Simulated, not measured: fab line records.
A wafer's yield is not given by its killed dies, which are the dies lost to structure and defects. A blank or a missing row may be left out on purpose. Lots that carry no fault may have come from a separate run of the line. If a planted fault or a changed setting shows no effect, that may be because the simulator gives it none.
2 desks looking at one fault	flow gf180mcu	each desk has only its own numbers; what lay behind them comes last

## TOOL OWNER'S DESK, pvd_sputter-01
The tool's own readings at GF_SALICIDE_SPUTTER_03 (material TiN, target thk 20 nm, time 16.7 s): means of the sampled wafers that have a number, for each lot that ran on this tool. A lot is out of limits, marked OUT, if its mean lies more than 4 standard deviations from the usual mean; the brackets give that distance.
Columns: A = chamber_pressure_pa at GF_SALICIDE_SPUTTER_03, usual 0.4000 Pa; B = throttle_valve_pct at GF_SALICIDE_SPUTTER_03, usual 30.7 %
lot	first seen here	A	B
L892	day 14 20:38	0.4001	31.3
L898	day 17 04:26	0.4004	30.2
L903	day 19 04:02	0.3998	31.3
L902	day 19 10:37	0.3834 (-20) OUT	31.9
L904	day 20 00:40	0.3835 (-20) OUT	31.4
L913	day 22 23:55	0.3997	30.8
L915	day 23 11:34	0.3999	30.6
Finding of this desk: L902, L904 out of limits; the first was L902 at day 19 10:37, on chamber_pressure_pa at GF_SALICIDE_SPUTTER_03. Within limits: L892, L898, L903, L913, L915.

## FROM THE METROLOGY DESK
Means of the sampled wafers that have a number, per lot and without regard to the tool the lot ran on: this is what the gauges read. A lot is out of limits, marked OUT, if its mean lies more than 4 standard deviations from the usual mean; the brackets give that distance.
Columns: A = SAB_OVL at GF_SAB_OVL_MEAS_10, usual -0.5 nm; B = SALICIDE_TIN_THK at GF_SALICIDE_THK_MEAS_05, usual 20.35 nm
lot	first seen here	A	B
L892	day 14 20:13	-1.4	20.56
L893	day 15 01:26	-0.4	20.12
L896	day 16 12:47	-0.1	20.16
L898	day 17 03:58	-2.0	20.57
L903	day 19 03:38	0.0	20.36
L902	day 19 10:12	0.1	20.64
L904	day 20 00:16	-1.6	20.70
L907	day 20 18:32	-1.3	20.04
L910	day 21 11:01	-0.6	20.43
L909	day 21 11:53	-0.4	20.38
L912	day 22 09:12	-2.6	20.55
L913	day 22 23:31	-0.9	19.67
L914	day 23 00:58	-0.7	20.54
L915	day 23 11:11	-0.9	20.40
This desk found nothing out of limits on any of the 14 lots.

## TAKEN TOGETHER
At day 19 10:37, on L902, L904, the tool owner's desk was in a position to raise an alarm.
Nothing out of limits was seen by the metrology desk.
The metrology desk holds a record of L902, L904, inside its limits.
Every lot named ran GF_SALICIDE_SPUTTER_03 on pvd_sputter-01.

## WHAT THE SIMULATOR HAD PUT IN
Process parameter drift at GF_SALICIDE_SPUTTER_03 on pvd_sputter-01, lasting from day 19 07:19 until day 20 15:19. Setting chamber_pressure_pa, moved by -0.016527, from 0.4. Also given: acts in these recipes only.
Lots struck among those shown: L902, L904.
Delay in hours, fault start to first out-of-limits reading, by desk: the tool owner's desk at 3.
